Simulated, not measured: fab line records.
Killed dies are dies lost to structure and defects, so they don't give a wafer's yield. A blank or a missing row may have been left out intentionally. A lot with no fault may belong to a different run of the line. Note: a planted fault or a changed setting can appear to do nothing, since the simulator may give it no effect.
Lot-split experiment / flow gf180mcu / 23 wafers read from 5 lots, route of 602 steps

ON THE SPLIT
At GF_V1_CVD_23 (deposits W, target thk 350 nm, time 105.05 s), the setting pressure-torr was moved away from the recipe's 40 Torr on 15 of the 23 wafers read, by -5.5% to +11.9%. All remaining wafers had this setting at the recipe value.

There is no step in the file separating the split from the reading.

THE READING
V1_W_RS, in ohm/sq, at GF_V1_RS_MEAS_24 (measures by four-point-probe). Fault-free wafers of this fab line usually give 0.329 ohm/sq, standard deviation 0.0031 ohm/sq.

wafer=L075.1; tool, chamber at the split=cvd-w-01, 0; pressure-torr as run, Torr=37.8; against the recipe=-5.5%; V1_W_RS, ohm/sq=0.341; against lot-mates on the recipe=no lot-mate on the recipe
wafer=L075.2; tool, chamber at the split=cvd-w-01, 1; pressure-torr as run, Torr=37.8; against the recipe=-5.5%; V1_W_RS, ohm/sq=0.341; against lot-mates on the recipe=no lot-mate on the recipe
wafer=L075.3; tool, chamber at the split=cvd-w-01, 1; pressure-torr as run, Torr=37.8; against the recipe=-5.5%; V1_W_RS, ohm/sq=0.345; against lot-mates on the recipe=no lot-mate on the recipe
wafer=L075.4; tool, chamber at the split=cvd-w-01, 0; pressure-torr as run, Torr=37.8; against the recipe=-5.5%; V1_W_RS, ohm/sq=0.341; against lot-mates on the recipe=no lot-mate on the recipe
wafer=L075.5; tool, chamber at the split=cvd-w-01, 0; pressure-torr as run, Torr=37.8; against the recipe=-5.5%; V1_W_RS, ohm/sq=0.338; against lot-mates on the recipe=no lot-mate on the recipe
wafer=L076.2; tool, chamber at the split=cvd-w-01, 1; pressure-torr as run, Torr=40; against the recipe=recipe; V1_W_RS, ohm/sq=0.326; against lot-mates on the recipe=-
wafer=L076.3; tool, chamber at the split=cvd-w-01, 0; pressure-torr as run, Torr=40; against the recipe=recipe; V1_W_RS, ohm/sq=0.327; against lot-mates on the recipe=-
wafer=L076.4; tool, chamber at the split=cvd-w-01, 1; pressure-torr as run, Torr=40; against the recipe=recipe; V1_W_RS, ohm/sq=0.328; against lot-mates on the recipe=-
wafer=L076.5; tool, chamber at the split=cvd-w-01, 1; pressure-torr as run, Torr=40; against the recipe=recipe; V1_W_RS, ohm/sq=0.326; against lot-mates on the recipe=-
wafer=L076.6; tool, chamber at the split=cvd-w-01, 0; pressure-torr as run, Torr=40; against the recipe=recipe; V1_W_RS, ohm/sq=0.330; against lot-mates on the recipe=-
wafer=L082.1; tool, chamber at the split=cvd-w-01, 1; pressure-torr as run, Torr=44.78; against the recipe=+11.9%; V1_W_RS, ohm/sq=0.306; against lot-mates on the recipe=no lot-mate on the recipe
wafer=L082.2; tool, chamber at the split=cvd-w-01, 0; pressure-torr as run, Torr=44.78; against the recipe=+11.9%; V1_W_RS, ohm/sq=0.315; against lot-mates on the recipe=no lot-mate on the recipe
wafer=L082.4; tool, chamber at the split=cvd-w-01, 0; pressure-torr as run, Torr=44.78; against the recipe=+11.9%; V1_W_RS, ohm/sq=0.311; against lot-mates on the recipe=no lot-mate on the recipe
wafer=L082.5; tool, chamber at the split=cvd-w-01, 1; pressure-torr as run, Torr=44.78; against the recipe=+11.9%; V1_W_RS, ohm/sq=0.313; against lot-mates on the recipe=no lot-mate on the recipe
wafer=L082.6; tool, chamber at the split=cvd-w-01, 0; pressure-torr as run, Torr=44.78; against the recipe=+11.9%; V1_W_RS, ohm/sq=0.314; against lot-mates on the recipe=no lot-mate on the recipe
wafer=L083.1; tool, chamber at the split=cvd-w-02, 1; pressure-torr as run, Torr=43.07; against the recipe=+7.7%; V1_W_RS, ohm/sq=0.321; against lot-mates on the recipe=no lot-mate on the recipe
wafer=L083.2; tool, chamber at the split=cvd-w-02, 0; pressure-torr as run, Torr=43.07; against the recipe=+7.7%; V1_W_RS, ohm/sq=0.313; against lot-mates on the recipe=no lot-mate on the recipe
wafer=L083.3; tool, chamber at the split=cvd-w-02, 1; pressure-torr as run, Torr=43.07; against the recipe=+7.7%; V1_W_RS, ohm/sq=0.320; against lot-mates on the recipe=no lot-mate on the recipe
wafer=L083.4; tool, chamber at the split=cvd-w-02, 0; pressure-torr as run, Torr=43.07; against the recipe=+7.7%; V1_W_RS, ohm/sq=0.312; against lot-mates on the recipe=no lot-mate on the recipe
wafer=L083.6; tool, chamber at the split=cvd-w-02, 0; pressure-torr as run, Torr=43.07; against the recipe=+7.7%; V1_W_RS, ohm/sq=0.316; against lot-mates on the recipe=no lot-mate on the recipe
wafer=L084.2; tool, chamber at the split=cvd-w-02, 0; pressure-torr as run, Torr=40; against the recipe=recipe; V1_W_RS, ohm/sq=0.325; against lot-mates on the recipe=-
wafer=L084.3; tool, chamber at the split=cvd-w-02, 0; pressure-torr as run, Torr=40; against the recipe=recipe; V1_W_RS, ohm/sq=0.329; against lot-mates on the recipe=-
wafer=L084.5; tool, chamber at the split=cvd-w-02, 1; pressure-torr as run, Torr=40; against the recipe=recipe; V1_W_RS, ohm/sq=0.331; against lot-mates on the recipe=-

FIT RESULTS
A straight line over all 23 wafers: V1_W_RS changes by -0.00164 ohm/sq for each +1% of pressure-torr; r = -0.95; the points scatter about the line by 0.0035 ohm/sq.
Too few moved wafers have a lot-mate on the recipe to fit a line with each lot's own level taken away.

THE WHOLE CHAIN: every reading that the file lists as answering this split, in the file's order
step=GF_V1_CVD_23; what it does=deposits W, target thk 350 nm, time 105.05 s; reading=W_of_V1_CVD_23.thk-nm (the simulator's own value, which no gauge read); change (the file's fit)=+1.73 nm for each +1% of the setting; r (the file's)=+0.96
step=GF_V1_RS_MEAS_24; what it does=measures by four-point-probe; reading=V1_W_RS; change (the file's fit)=-0.00164 for each +1% of the setting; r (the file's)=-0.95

THE FILE'S OWN FIT
V1_W_RS changes by -0.00164 ohm/sq for each +1% of pressure-torr, r = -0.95.
